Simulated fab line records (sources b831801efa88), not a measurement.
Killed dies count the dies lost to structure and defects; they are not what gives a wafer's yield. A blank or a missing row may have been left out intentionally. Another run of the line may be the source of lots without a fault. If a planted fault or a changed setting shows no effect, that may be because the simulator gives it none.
Problem report, 8D (eight disciplines) form, completed by code	flow gf180mcu	the parts of the form that need people (team, actions taken, sign-off) are left out

## 1. WHAT WENT WRONG
A mean of 1259 W is read at GF_V4_ETCH_17 for rf fwd power W, taken on 1 wafer of 1 lot, against 1493 W (standard deviation 5.8) on wafers free of any fault. Measured from the usual mean, that is -40 standard deviations.
The step: etches SiO2 in C4F8/O2/Ar, stops on TiN, target depth 630 nm.
The first sign was on wafer L577.2 at day 30 00:00, on rie diel-02. Wafers with a number at this step in the record: 39, from 13 lots. Rule for "out", or "out of limits": more than 4 standard deviations from the usual mean. The other wafers with a number count as sound.

## 2. WHAT IT IS, AND WHAT IT ISN'T
question	is	is not
which readings at this step	rf fwd power W	bias w
which lots	L577	L559, L562, L563, L565, L566, L567, L568, L569, L570, L571, L574, L578
which wafers of those lots	L577.2	L577.4, L577.6
read on which tools	rie diel-02	rie diel-04
when	from day 30 00:00	up to then (35 sound wafers); but 3 sound wafers of L578 came after

## 3. SUSPECTS, AND WHAT RULES EACH OUT
Counting: if a tool at a process step up to the reading ran every lot that is out, it stays a suspect. Sound lots after the first of them don't rule it out here, since some wafers of a struck lot are sound.
- pecvd-02 at GF_V4_CVD_02 (deposits SiO2 from TEOS, target thk 850 nm, time 94.851 s): kept. It processed L577, the lot that is out, at day 29 05:13, and its most recent sound lot before then was L574 at day 28 11:18.
- rie diel-02 at GF_V4_ETCH_17 (etches SiO2 in C4F8/O2/Ar, stops on TiN, target depth 630 nm): kept. It processed L577, the lot that is out, at day 30 00:00, and its most recent sound lot before then was L574 at day 29 07:00. On those wafers its own readings are out: rf fwd power W.
- In rie diel-02 at GF_V4_ETCH_17, the wafers that are out were processed in chamber 0 and their sound lot-mates in chambers 1, 3.
Left after counting: pecvd-02 at GF_V4_CVD_02, rie diel-02 at GF_V4_ETCH_17.

## 4. THE CAUSE (what the simulator had put in)
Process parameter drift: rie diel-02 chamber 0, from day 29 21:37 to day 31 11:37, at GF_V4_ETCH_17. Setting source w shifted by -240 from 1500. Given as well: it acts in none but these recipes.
Counting leaves 2 suspects; this tool is one of them.

## 5. THE CHAIN OF EFFECTS, in route order
Each row: a reading whose mean over the struck wafers that have a number lies more than 3 standard deviations from the usual. Readings are gone through only where the record gives a usual standard deviation; hours: the median, over the lots, of the time from a lot's start at the first step in this table giving one to that lot's start at this step; sigmas: the change measured in usual standard deviations.
hours	step	reading	usual	on struck wafers	change	sigmas
0	GF_V4_ETCH_17	rf fwd power W	1493 W	1259	-234	-40
The process steps in it:
- GF_V4_ETCH_17: etches SiO2 in C4F8/O2/Ar, stops on TiN, target depth 630 nm.

## 6. HOW IT WOULD HAVE BEEN CAUGHT EARLIER
The fault began at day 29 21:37; the first out-of-limits reading in this record came at day 30 00:00, 2 hours later.
